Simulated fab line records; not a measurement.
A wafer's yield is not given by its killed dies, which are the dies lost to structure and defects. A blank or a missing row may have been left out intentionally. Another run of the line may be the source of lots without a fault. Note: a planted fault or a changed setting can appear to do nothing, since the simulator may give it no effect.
A lot that was struck, set against a sound lot	flow sky130	22 steps out of a route of 708
Sound: wafers L585.1, L585.5, L585.6. Struck: wafer L590.1 (left out: L590.3, L590.6 of the same lot, which were not struck); the cause appears at the end.
Each step with rows lists, per side, the tool, then ch with its chambers, then its first start. Under that, the readings that differ: sound wafers	struck wafers	difference of the means	sigmas: that difference in standard deviations of wafers without a fault.
alike: a reading whose means differ by less than 2 such deviations, as well as words and numbers matching on both sides. not compared: withheld readings; readings where some wafer has no value; bounds like >300 that might hide an equal value; numbers whose values overlap and for which the record gives no deviation.
A row with sigmas, a row that says differs or no value, or rows on one side alone: a step with any of these is where the two part. Non-overlapping numbers with no deviation appear without sigmas and do not part them. Lack of a reading on every wafer of one side parts them only where that side has two or more wafers.

first, 1 step without rows for these wafers: SKY_METAL2_SPUTTER_00 (material Ti, target thk 15 nm, time 10 s).
SKY_METAL2_SPUTTER_01: material TiN, target thk 20 nm, time 16.7 s.
  sound: pvd sputter-01 at day 36 17:41; struck: pvd sputter-01 at day 38 07:14
  alike: throttle valve pct
SKY_METAL2_SPUTTER_02: material AlCu, target thk 250 nm, time 13.3 s.
  sound: pvd sputter-01 at day 36 17:43; struck: pvd sputter-01 at day 38 07:16
  alike: throttle valve pct
SKY_METAL2_SPUTTER_03: material Ti, target thk 5 nm, time 3.3 s.
  sound: pvd sputter-01 at day 36 17:44; struck: pvd sputter-01 at day 38 07:17
  alike: throttle valve pct
then, 1 step without rows for these wafers: SKY_METAL2_SPUTTER_04 (material TiN, target thk 70 nm, time 58.3 s).
SKY_METAL2_RS_MEAS_05: a four-point-probe measurement.
  sound: film metro-04 at day 36 17:49; struck: film metro-01 at day 38 07:21
  alike: METAL2_ALCU_RS
SKY_METAL2_THK_MEAS_06: measures by xrf.
  sound: film metro-04 at day 36 17:56; struck: film metro-01 at day 38 07:28
  alike: METAL2_ALCU_THK
then, 5 steps without rows for these wafers: SKY_METAL2_DEHYDRATE_07 (time 60 s); SKY_METAL2_HMDS_08 (prime time 60 s); SKY_METAL2_COAT_09 (resist thk 60 nm); SKY_METAL2_COAT_10 (resist thk 450 nm); SKY_METAL2_SOFTBAKE_11 (time 90 s).
SKY_METAL2_EXPOSE_12: exposes mask MM2, target cd 140 nm.
  sound on krf scanner-01 ch 0, day 37 07:20; struck on krf scanner-01 ch 0, day 38 19:19
  alike: mask
then, 2 steps without rows for these wafers: SKY_METAL2_PEB_13; SKY_METAL2_DEVELOP_14 (develop time 60 s).
SKY_METAL2_CD_MEAS_15: the cd target is 140 nm.
  sound: cd sem-02 at day 37 20:14; struck: cd sem-02 at day 39 08:38
reading	sound	struck	difference	sigmas
cd nm (nm)	140.5 139.7 140.6	118.7	-21.6	-13
SKY_METAL2_OVL_MEAS_16:
  sound: overlay-02 at day 37 20:22; struck: overlay-02 at day 39 08:45
  alike: METAL2_OVL
SKY_METAL2_DESCUM_17: chemistry O2, time 8 s.
  sound on rie metal-04 ch 0,1, day 37 20:24; struck on rie metal-04 ch 1, day 39 08:47
reading	sound	struck	difference	sigmas
model.METAL2.cd nm (nm)	141 139.5 140.4	118.8	-21.5	
  alike: drypump motor current A, oes product au, temp c
  not compared: rf hours counter h
SKY_METAL2_ETCH_18: etches BARC in N2/H2, stops on SiO2, time 45.9 s, target depth 60 nm.
  sound on rie metal-04 ch 0,1, day 37 20:26; struck on rie metal-04 ch 1, day 39 08:49
  alike: drypump motor current A, oes product au, throttle valve pct
  not compared: rf hours counter h
SKY_METAL2_METAL_ETCH_19: etches the open film in Cl2/BCl3, stops on SiO2, target depth 360 nm, time 78 s.
  sound on rie metal-04 ch 0,1, day 37 20:29; struck on rie metal-04 ch 1, day 39 08:53
reading	sound	struck	difference	sigmas
model.METAL2.cd nm (nm)	142.5 138.3 141.7	119.1	-21.7	
  alike: drypump motor current A, mfc cl2 sccm, oes product au, throttle valve pct
  not compared: rf hours counter h
SKY_METAL2_STRIP_20: strips in O2/N2.
  sound on plasma asher-02 ch 0,1, day 37 20:35; struck on plasma asher-02 ch 1, day 39 08:58
reading	sound	struck	difference	sigmas
strip time to endpoint s (s)	2.687 2.667 2.706	2.744	+0.057	+2
  alike: drypump motor current A, oes product au
  not compared: rf hours counter h
-- the record jumps here: 10 days lie between the struck wafers' starts before and after (it left off in module METAL2 and takes up again in module PAD_OPEN, whose first step shown is number 708 of the route) --
SKY_PAD_OPEN_PROBE_99:
  sound: prober-01 at day 47 18:20; struck: prober-02 at day 48 22:48
reading	sound	struck	difference	sigmas
defect limited yield (%)	81.9 80.3 82.7	68.5	-13.1	-7
killed_at_M0_to_M3	47 44 39	121	+78	+11
killed dies	89 97 85	155	+65	+7
sort_bin_5_function (%)	11.4 11.6 11.8	26.4	+14.8	+9
sort n pass	403 395 407	337	-65	-7
sort yield pct (%)	81.9 80.3 82.7	68.5	-13.1	-7
model.etest.tester.sort n pass	403 395 407	337	-65	
model.etest.met2.width nm (nm)	142.7 138.8 143.9	122.3	-19.5	
model.etest.tester.sort yield pct (%)	81.91 80.28 82.72	68.5	-13.1	
model.etest.tester.sort_bin_5_pct (%)	11.38 11.59 11.79	26.42	+14.83	
model.etest.met2.line ohm um	0.9104 0.9342 0.907	1.041	+0.124	
  alike: killed_at_M4_up, killed at contacts, killed at front end, killed at other, killed open, killed short, sort_bin_3_pad_short, sort_bin_6_memory

== WHERE THEY PART ==
First at SKY_METAL2_CD_MEAS_15; last, within this record, at SKY_PAD_OPEN_PROBE_99.

WHY: what the simulator had put in
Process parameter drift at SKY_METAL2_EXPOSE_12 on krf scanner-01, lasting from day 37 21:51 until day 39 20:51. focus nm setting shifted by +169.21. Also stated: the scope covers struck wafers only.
